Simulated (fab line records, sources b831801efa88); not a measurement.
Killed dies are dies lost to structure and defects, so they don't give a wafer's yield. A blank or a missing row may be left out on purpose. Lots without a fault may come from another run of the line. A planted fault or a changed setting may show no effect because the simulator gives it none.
A struck lot beside a sound one | flow sky130 | 26 steps out of a route of 708
Sound: wafers L447.1, L447.5, L447.6. Struck: wafers L434.2, L434.3, L434.6. The cause comes at the end.
At each step with rows: each side's tool, then ch and its chambers, then its first start. Under that, the readings that differ: sound wafers | struck wafers | difference of the means | sigmas: that difference in standard deviations of wafers without a fault.
alike: readings whose means differ by less than 2 such deviations, and words and numbers that are the same on both sides. not compared: withheld readings, readings that some wafer has no value for, bounds like >300 that may hide the same value, and numbers for which the record gives no deviation and whose values overlap.
The two part at a step that has a row with sigmas, a row that says differs or no value, or rows on one side only. Numbers that don't overlap but have no deviation are shown without sigmas and don't part them. A reading that every wafer of one side lacks parts them only if that side has two wafers or more.

SKY_VT_ADJUST_NCORE_STRIP_10: strips in O2/N2.
  sound on plasma_asher-01 ch 0,1, day 13 23:32; struck on plasma_asher-04 ch 0, day 10 04:32
  alike: chamber_pressure_mTorr, drypump_motor_current_A, oes_product_au, strip_time_to_endpoint_s
  not compared: rf_hours_counter_h
SKY_VT_ADJUST_NCORE_TW_MEAS_11:
  sound on film_metro-01, day 13 23:38; struck on film_metro-01, day 10 04:39
  alike: VT_ADJUST_NCORE_TW
then, 7 steps without rows for these wafers: SKY_VT_ADJUST_HVTR_DEHYDRATE_00 (time 60 s); SKY_VT_ADJUST_HVTR_HMDS_01 (prime time 60 s); SKY_VT_ADJUST_HVTR_COAT_02 (resist thk 1140 nm); SKY_VT_ADJUST_HVTR_SOFTBAKE_03 (time 60 s); SKY_VT_ADJUST_HVTR_EXPOSE_04 (exposes mask HVTRM, target cd 380 nm); SKY_VT_ADJUST_HVTR_PEB_05; SKY_VT_ADJUST_HVTR_DEVELOP_06 (develop time 60 s).
SKY_VT_ADJUST_HVTR_CD_MEAS_07: target cd 380 nm.
  sound on cd_sem-02, day 15 00:37; struck on cd_sem-01, day 11 02:30
  alike: cd_nm
SKY_VT_ADJUST_HVTR_OVL_MEAS_08:
  sound on overlay-02, day 15 00:44; struck on overlay-01, day 11 02:37
  alike: VT_ADJUST_HVTR_OVL
then, 1 step without rows for these wafers: SKY_VT_ADJUST_HVTR_IMPLANT_09.
SKY_VT_ADJUST_HVTR_STRIP_10: strips in O2/N2.
  sound on plasma_asher-02 ch 0,1, day 15 00:56; struck on plasma_asher-01 ch 0,1, day 11 02:47
  no value came back on the struck wafers for chamber_pressure_mTorr (mTorr), drypump_motor_current_A (A), oes_product_au (a.u.), strip_time_to_endpoint_s (s); on the sound wafers chamber_pressure_mTorr (mTorr) reads 1501.7 1499.3 1501.8
  reading                                             | sound | struck         | difference | sigmas
  model.NOVOLAK_of_VT_ADJUST_HVTR_COAT_02.thk_nm (nm) | 0 0 0 | 1139 1142 1138 | +1140      |
  not compared: rf_hours_counter_h
SKY_VT_ADJUST_HVTR_TW_MEAS_11:
  sound on film_metro-01, day 15 01:02; struck on film_metro-01, day 11 02:54
  alike: VT_ADJUST_HVTR_TW
then, 7 steps without rows for these wafers: SKY_VT_ADJUST_PCH_DEHYDRATE_00 (time 60 s); SKY_VT_ADJUST_PCH_HMDS_01 (prime time 60 s); SKY_VT_ADJUST_PCH_COAT_02 (resist thk 3000 nm); SKY_VT_ADJUST_PCH_SOFTBAKE_03; SKY_VT_ADJUST_PCH_EXPOSE_04 (exposes mask NWM, target cd 840 nm); SKY_VT_ADJUST_PCH_PEB_05; SKY_VT_ADJUST_PCH_DEVELOP_06 (develop time 60 s).
SKY_VT_ADJUST_PCH_OVL_MEAS_07:
  sound on overlay-02, day 16 04:36; struck on overlay-01, day 12 02:16
  alike: VT_ADJUST_PCH_OVL
then, 1 step without rows for these wafers: SKY_VT_ADJUST_PCH_IMPLANT_08.
SKY_VT_ADJUST_PCH_STRIP_09: strips in O2/N2.
  sound on plasma_asher-02 ch 0,1, day 16 04:47; struck on plasma_asher-04 ch 0,1, day 12 02:26
  reading                      | sound             | struck            | difference | sigmas
  strip_time_to_endpoint_s (s) | 37.06 36.89 36.88 | 53.89 53.82 53.71 | +16.86     | +99 or more
  alike: chamber_pressure_mTorr, drypump_motor_current_A, oes_product_au
  not compared: rf_hours_counter_h
SKY_VT_ADJUST_PCH_TW_MEAS_10:
  sound on film_metro-03, day 16 04:53; struck on film_metro-02, day 12 02:46
  reading          | sound             | struck         | difference | sigmas
  VT_ADJUST_PCH_TW | 142.5 143.2 143.4 | 30.2 29.9 30.0 | -113.0     | -99 or more
  not compared: hold
then, 1 step without rows for these wafers: SKY_PAD_OPEN_PROBE_99.

WHERE THEY PART
First at SKY_VT_ADJUST_HVTR_STRIP_10; last, within this record, at SKY_VT_ADJUST_PCH_TW_MEAS_10.

WHY: what the simulator had put in
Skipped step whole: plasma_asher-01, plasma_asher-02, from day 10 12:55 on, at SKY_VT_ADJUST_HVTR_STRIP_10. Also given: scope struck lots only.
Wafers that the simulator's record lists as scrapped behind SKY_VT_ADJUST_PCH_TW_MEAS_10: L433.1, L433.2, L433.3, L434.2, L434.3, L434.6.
